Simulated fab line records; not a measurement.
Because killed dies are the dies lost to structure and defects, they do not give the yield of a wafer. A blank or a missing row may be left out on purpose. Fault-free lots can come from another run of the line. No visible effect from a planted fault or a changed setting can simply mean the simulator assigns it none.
The tool behind it: which one? -- flow sfq_line -- 18 wafers from 6 lots sampled at 3 of the route's 325 steps

== WHAT THE GAUGES READ, wafer by wafer ==
SFQ_M3_RS_MEAS_919: measures by four-point-probe.
lot,measured,on,M3_NB_RS (ohm/sq)
L925,day 32 02:10,film_metro-04,0.891 0.893 0.893
L930,day 33 00:07,film_metro-03,0.903 0.903 0.900
L932,day 36 01:15,film_metro-01,0.897 0.903 0.905
L935,day 37 13:19,film_metro-01,0.889 0.891 0.901
L942,day 46 11:34,film_metro-01,0.878 0.887 0.895
L944,day 46 21:10,film_metro-03,0.906 0.896 0.904

== WHAT TOOL EACH LOT RAN ON (gives the tool, then ch and the chambers of the sampled wafers, and finally the start) ==
lot,SFQ_TRILAYER_I1_CMP_CMP_046,SFQ_TRILAYER_M3_DEP_SPUTTER_073
L925,"cmp-02 ch 0,1,3, day 24 07:47","pvd_sputter-05, day 32 02:04"
L930,"cmp-02 ch 0,1,2, day 25 02:08","pvd_sputter-05, day 32 23:58"
L932,"cmp-02 ch 1,2, day 27 01:17","pvd_sputter-03, day 36 01:08"
L935,"cmp-02 ch 0,1,3, day 30 00:53","pvd_sputter-03, day 37 13:12"
L942,"cmp-01 ch 0,1, day 33 05:19","pvd_sputter-03, day 46 11:29"
L944,"cmp-02 ch 1,3, day 33 12:02","pvd_sputter-03, day 46 21:05"
- SFQ_TRILAYER_I1_CMP_CMP_046: polishes SiO2.
- SFQ_TRILAYER_M3_DEP_SPUTTER_073: material Nb, target thk 200 nm, time 133.3 s.

== THE ANSWER, worked out from the rows above alone ==
Rule: the usual values come from the lots themselves. Put in order of their means at a reading, lots are off if they are a third of the lots or fewer, leave a main group of 4 or more, and stand apart from it by a gap of 3 or more times the standard deviation of the main group's means; of several such gaps the widest counts. Not used: any main group whose means are identical at the precision the tables above print for the reading. A lot without any number at a reading at which 4 lots or more have one is off too. All remaining lots with rows at the step are treated as sound.
Nothing can be told from this: no lot is off at any reading shown.

== WHAT WAS PUT IN BY THE SIMULATOR ==
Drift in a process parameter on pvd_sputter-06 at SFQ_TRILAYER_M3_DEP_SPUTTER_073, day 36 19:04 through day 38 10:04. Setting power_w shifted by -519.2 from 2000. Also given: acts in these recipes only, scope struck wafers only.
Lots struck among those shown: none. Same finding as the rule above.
